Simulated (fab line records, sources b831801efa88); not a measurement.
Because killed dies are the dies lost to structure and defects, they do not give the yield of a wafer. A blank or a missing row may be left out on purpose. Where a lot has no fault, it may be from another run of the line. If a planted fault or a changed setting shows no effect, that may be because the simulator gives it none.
Matching of chambers / flow gf180mcu / 4 sister chambers for GF_V3_ETCH_16 on rieDiel-02
The step etches BARC in N2/H2. 8 wafers are shown with their chamber, then 8 later ones without.

EACH WAFER AND ITS CHAMBER
wafer=L932.4; chamber=3; drypumpMotorCurrentA (A)=6.1; oesProductAu (a.u.)=0.852
wafer=L938.5; chamber=0; drypumpMotorCurrentA (A)=4.8; oesProductAu (a.u.)=0.859
wafer=L940.2; chamber=3; drypumpMotorCurrentA (A)=6.0; oesProductAu (a.u.)=0.850
wafer=L940.4; chamber=1; drypumpMotorCurrentA (A)=5.4; oesProductAu (a.u.)=0.858
wafer=L943.2; chamber=2; drypumpMotorCurrentA (A)=5.3; oesProductAu (a.u.)=0.848
wafer=L943.4; chamber=1; drypumpMotorCurrentA (A)=5.4; oesProductAu (a.u.)=0.849
wafer=L943.5; chamber=2; drypumpMotorCurrentA (A)=5.3; oesProductAu (a.u.)=0.852
wafer=L944.1; chamber=0; drypumpMotorCurrentA (A)=4.8; oesProductAu (a.u.)=0.855

WAFERS WITHOUT THEIR CHAMBER
wafer=L944.3; drypumpMotorCurrentA (A)=6.0; oesProductAu (a.u.)=0.863
wafer=L944.5; drypumpMotorCurrentA (A)=5.3; oesProductAu (a.u.)=0.850
wafer=L947.2; drypumpMotorCurrentA (A)=4.8; oesProductAu (a.u.)=0.861
wafer=L947.3; drypumpMotorCurrentA (A)=5.4; oesProductAu (a.u.)=0.855
wafer=L947.5; drypumpMotorCurrentA (A)=4.8; oesProductAu (a.u.)=0.857
wafer=L948.1; drypumpMotorCurrentA (A)=5.4; oesProductAu (a.u.)=0.853
wafer=L948.3; drypumpMotorCurrentA (A)=6.0; oesProductAu (a.u.)=0.853
wafer=L948.6; drypumpMotorCurrentA (A)=5.4; oesProductAu (a.u.)=0.854

WHICH CHAMBER EACH WENT THROUGH
wafer=L944.3; from the rows above=3; in truth=3
wafer=L944.5; from the rows above=2; in truth=2
wafer=L947.2; from the rows above=0; in truth=0
wafer=L947.3; from the rows above=1; in truth=1
wafer=L947.5; from the rows above=0; in truth=0
wafer=L948.1; from the rows above=1; in truth=1
wafer=L948.3; from the rows above=3; in truth=3
wafer=L948.6; from the rows above=1; in truth=1
Placed correctly: 8 of 8. Can't be placed from these rows: 0. Wrongly placed: 0.
How it was worked out, from the rows above alone: a wafer's distance from a chamber is the root of the sum, over the readings, of the square of ((its reading less the chamber's mean) divided by the reading's scatter). The wafer belongs to the nearest chamber; if the next one is less than 2 further off, it can't be placed. A chamber's mean is the mean of its shown wafers. How the scatter is found: for the shown wafers, subtract from each reading the mean of its chamber, square and add these, divide the total by (wafers less chambers), then take the root.
